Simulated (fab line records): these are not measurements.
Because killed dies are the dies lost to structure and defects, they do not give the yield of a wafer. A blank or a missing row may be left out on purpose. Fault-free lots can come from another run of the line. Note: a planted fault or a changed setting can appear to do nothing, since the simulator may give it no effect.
A lot that was struck, set against a sound lot ; flow gf180mcu ; 23 steps out of a route of 602
Sound: wafers L769.1, L769.2, L769.4. Wafers L773.2, L773.4, L773.5 were the ones struck. The cause is given at the end.
Order at every step that has rows: each side's tool, ch and its chambers, its first start. Under that, the readings that differ: sound wafers ; struck wafers ; difference of the means ; sigmas: that difference in standard deviations of wafers without a fault.
alike: readings whose means differ by less than 2 such deviations, and words and numbers that are the same on both sides. not compared: withheld readings, readings that some wafer has no value for, bounds like >300 that may hide the same value, and numbers for which the record gives no deviation and whose values overlap.
The two part at a step that has a row with sigmas, a row that says differs or no value, or rows on one side only. Non-overlapping numbers with no deviation appear without sigmas and do not part them. A reading that every wafer of one side lacks parts them only if that side has two wafers or more.

GF_V5_RS_MEAS_24: measures by four-point-probe.
  struck on filmMetro-03, day 30 20:45; sound on filmMetro-03, day 29 14:59
  alike: V5_W_RS
GF_V5_THK_MEAS_25: measures by xrf.
  struck on filmMetro-03, day 30 20:52; sound on filmMetro-03, day 29 15:07
  alike: V5_W_THK
GF_V5_CMP_26: polishes, stops on SiO2, t overpolish 15 s, target thk 0 nm.
  sound on cmp-01 ch 0,2,3, day 29 15:13; struck on cmp-02 ch 0,1,2, day 30 20:58
  alike: motorCurrentA, overpolishRunS, slurryFlowMlMin, timeToEndpointS
GF_TOP_METAL_SPUTTER_00: material Ti, target thk 37.5 nm, time 150 s.
  struck on pvdSputter-04, day 30 21:13; sound on pvdSputter-04, day 29 15:28
  alike: cathodeDcPowerW, substrateTempC, throttleValvePct
GF_TOP_METAL_SPUTTER_01: material TiN, target thk 30 nm, time 25 s.
  struck on pvdSputter-04, day 30 21:19; sound on pvdSputter-04, day 29 15:34
  alike: cathodeDcPowerW, throttleValvePct
GF_TOP_METAL_SPUTTER_02: material AlCu, target thk 900 nm, time 47.82 s.
  struck on pvdSputter-04, day 30 21:20; sound on pvdSputter-04, day 29 15:37
  alike: cathodeDcPowerW, substrateTempC, throttleValvePct
then, 1 step without rows for these wafers: GF_TOP_METAL_SPUTTER_03 (material Ti, target thk 5 nm, time 3.3 s).
GF_TOP_METAL_SPUTTER_04: material TiN, target thk 25 nm, time 20.8 s.
  struck on pvdSputter-04, day 30 21:24; sound on pvdSputter-04, day 29 15:40
  alike: cathodeDcPowerW, throttleValvePct
GF_TOP_METAL_RS_MEAS_05: measures by four-point-probe.
  struck on filmMetro-03, day 30 21:27; sound on filmMetro-03, day 29 15:42
  alike: TOP_METAL_ALCU_RS
GF_TOP_METAL_THK_MEAS_06: measures by xrf.
  struck on filmMetro-03, day 30 21:34; sound on filmMetro-03, day 29 15:49
  alike: TOP_METAL_ALCU_THK
then, 2 steps without rows for these wafers: GF_TOP_METAL_DEHYDRATE_07 (time 60 s); GF_TOP_METAL_HMDS_08 (prime time 60 s).
GF_TOP_METAL_COAT_09: resist thk 1500 nm.
  sound on lithoTrack-03 ch 0, day 30 00:50; struck on lithoTrack-03 ch 0, day 31 06:22
reading;sound;struck;difference;sigmas
spinSpeedRpm (rpm);2999.8 3001.0 3002.6;2821.4 2820.6 2819.8;-180.5;-90
model.NOVOLAK_of_TOP_METAL_COAT_09.thkNm (nm);1501 1500 1503;1550 1552 1552;+50;
  alike: resistLineTempC
then, 4 steps without rows for these wafers: GF_TOP_METAL_SOFTBAKE_10 (time 60 s); GF_TOP_METAL_EXPOSE_11 (exposes mask MetalTop, target cd 440 nm); GF_TOP_METAL_PEB_12; GF_TOP_METAL_DEVELOP_13 (develop time 60 s).
GF_TOP_METAL_CD_MEAS_14 targets a cd of 440 nm.
  struck on cdSem-01, day 31 15:28; sound on cdSem-01, day 30 10:23
  alike: cdNm
GF_TOP_METAL_OVL_MEAS_15:
  struck on overlay-01, day 31 15:34; sound on overlay-01, day 30 10:31
  alike: TOP_METAL_OVL
GF_TOP_METAL_METAL_ETCH_16: etches the open film in Cl2/BCl3, stops on SiO2, target depth 1197 nm, time 199.5 s.
  sound on rieMetal-03 ch 0,1, day 30 10:33; struck on rieMetal-01 ch 0, day 31 15:39
reading;sound;struck;difference;sigmas
model.NOVOLAK_of_TOP_METAL_COAT_09.thkNm (nm);1030 1024 1036;1066 1070 1071;+39;
  alike: bcl3FlowSccm, drypumpMotorCurrentA, oesProductAu, throttleValvePct
  not compared: rfHoursCounterH
GF_TOP_METAL_STRIP_17: strips in O2/N2.
  sound on plasmaAsher-03 ch 0,1, day 30 10:44; struck on plasmaAsher-03 ch 0,1, day 31 16:04
reading;sound;struck;difference;sigmas
stripTimeToEndpointS (s);13.03 12.95 13.08;13.41 13.44 13.47;+0.42;+6
  alike: drypumpMotorCurrentA, heaterPowerW, oesProductAu, platenTempC
  not compared: rfHoursCounterH
then, 1 step without rows for these wafers: GF_TOP_METAL_STRIP_18 (strips in post etch residue remover, time 1200 s).
GF_PASSIVATION_PROBE_99:
  record: rows for the struck wafers here (prober-02, day 32 12:17), none for the sound ones

== WHERE THEY PART ==
At GF_TOP_METAL_COAT_09 first; at GF_PASSIVATION_PROBE_99 last (within this record only).

WHY: whatever the simulator had introduced
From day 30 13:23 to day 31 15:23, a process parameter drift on lithoTrack-03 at GF_TOP_METAL_COAT_09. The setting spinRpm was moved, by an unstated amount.
